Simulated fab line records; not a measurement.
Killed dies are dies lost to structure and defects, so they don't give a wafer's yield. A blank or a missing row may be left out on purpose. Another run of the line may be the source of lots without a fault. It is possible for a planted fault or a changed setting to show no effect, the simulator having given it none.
The same fault as seen by 2 desks / flow gf180mcu / only its own numbers are on each desk; what lay behind them is given at the end

## THE METROLOGY DESK
Means of the sampled wafers that have a number, per lot and without regard to the tool the lot ran on: this is what the gauges read. Any lot whose mean is over 4 standard deviations away from the usual mean is out of limits and marked OUT; that distance is given in the brackets.
Columns: A = V5_W_THK at GF_V5_THK_MEAS_25, usual 358 nm
lot=L863; first seen here=day 26 23:08; A=344
lot=L865; first seen here=day 27 23:14; A=365
lot=L866; first seen here=day 28 08:50; A=365
lot=L868; first seen here=day 29 00:25; A=361
lot=L870; first seen here=day 29 18:22; A=348
lot=L872; first seen here=day 30 00:06; A=366
lot=L874; first seen here=day 30 19:51; A=366
lot=L875; first seen here=day 30 23:52; A=369
lot=L879; first seen here=day 32 02:03; A=353
lot=L880; first seen here=day 32 05:23; A=367
lot=L882; first seen here=day 32 16:53; A=351
lot=L885; first seen here=day 33 08:14; A=356
lot=L886; first seen here=day 33 12:10; A=360
Result from this desk: across the 13 lots, nothing is out of limits.

## DESK OF THE TOOL OWNER: pvd sputter-01
The tool's own readings at GF_MIM_SPUTTER_00 (material Ti, target thk 37.5 nm, time 150 s): means of the sampled wafers that have a number, for each lot that ran on this tool. Any lot whose mean is over 4 standard deviations away from the usual mean is out of limits and marked OUT; that distance is given in the brackets.
Columns: A = throttle valve pct at GF_MIM_SPUTTER_00, usual 29.2 %
lot=L863; first seen here=day 24 03:42; A=28.5
lot=L865; first seen here=day 25 06:16; A=29.3
lot=L866; first seen here=day 25 17:51; A=27.7
lot=L868; first seen here=day 26 08:52; A=29.2
lot=L874; first seen here=day 28 00:31; A=29.0
lot=L875; first seen here=day 28 12:02; A=29.7
lot=L879; first seen here=day 29 17:21; A=28.4
lot=L880; first seen here=day 29 21:38; A=29.5
lot=L882; first seen here=day 30 09:56; A=28.8
Result from this desk: across the 9 lots, nothing is out of limits.

## TAKEN TOGETHER
From the metrology desk's view, nothing was out of limits.
The desk of the tool owner found nothing out of limits.

## WHAT WAS PUT IN BY THE SIMULATOR
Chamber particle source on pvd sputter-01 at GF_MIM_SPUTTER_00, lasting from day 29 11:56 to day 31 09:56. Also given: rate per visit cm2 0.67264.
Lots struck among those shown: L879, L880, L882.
